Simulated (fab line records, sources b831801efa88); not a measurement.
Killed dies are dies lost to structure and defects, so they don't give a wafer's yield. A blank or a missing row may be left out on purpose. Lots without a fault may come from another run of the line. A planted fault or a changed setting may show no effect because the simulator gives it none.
Chamber matching | flow sfq_line | SFQ_TRILAYER_I4_CMP_CMP_100 on cmp-01: 4 sister chambers
The step polishes SiO2. 8 wafers are shown with their chamber, then 8 later ones without.

WAFERS WITH THEIR CHAMBER
wafer  | chamber | motor_current_A (A) | time_to_endpoint_s (s)
L556.5 | 1       | 10.9                | 203
L559.2 | 1       | 10.9                | 201
L566.2 | 0       | 10.8                | 200
L566.6 | 0       | 10.9                | 210
L571.4 | 2       | 10.6                | 191
L571.5 | 2       | 10.8                | 188
L571.6 | 3       | 10.2                | 199
L573.3 | 3       | 10.4                | 204

WAFERS WITHOUT THEIR CHAMBER
wafer  | motor_current_A (A) | time_to_endpoint_s (s)
L573.2 | 10.7                | 199
L573.6 | 10.2                | 207
L575.4 | 11.6                | 203
L575.5 | 10.7                | 192
L575.6 | 9.5                 | 209
L576.1 | 9.9                 | 198
L576.5 | 10.6                | 193
L576.6 | 11.2                | 202

WHICH CHAMBER EACH WENT THROUGH
wafer  | from the rows above               | in truth
L573.2 | can't be placed: 1 or 0 or 2 or 3 | 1
L573.6 | 3                                 | 3
L575.4 | can't be placed: 1 or 0           | 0
L575.5 | 2                                 | 2
L575.6 | 3                                 | 3
L576.1 | 3                                 | 3
L576.5 | 2                                 | 2
L576.6 | can't be placed: 1 or 0           | 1
Placed correctly: 5 of 8. Can't be placed from these rows: 3 (the true chamber is among the candidates in 3). Placed wrongly: 0.
How it was worked out, from the rows above alone: a wafer's distance from a chamber is the root of the sum, over the readings, of the square of ((its reading less the chamber's mean) divided by the reading's scatter). The wafer belongs to the nearest chamber; if the next one is less than 2 further off, it can't be placed. A chamber's mean is the mean of its shown wafers. The scatter: the root of (the sum of the squares of (reading less its chamber's mean) over the shown wafers, divided by (wafers less chambers)).
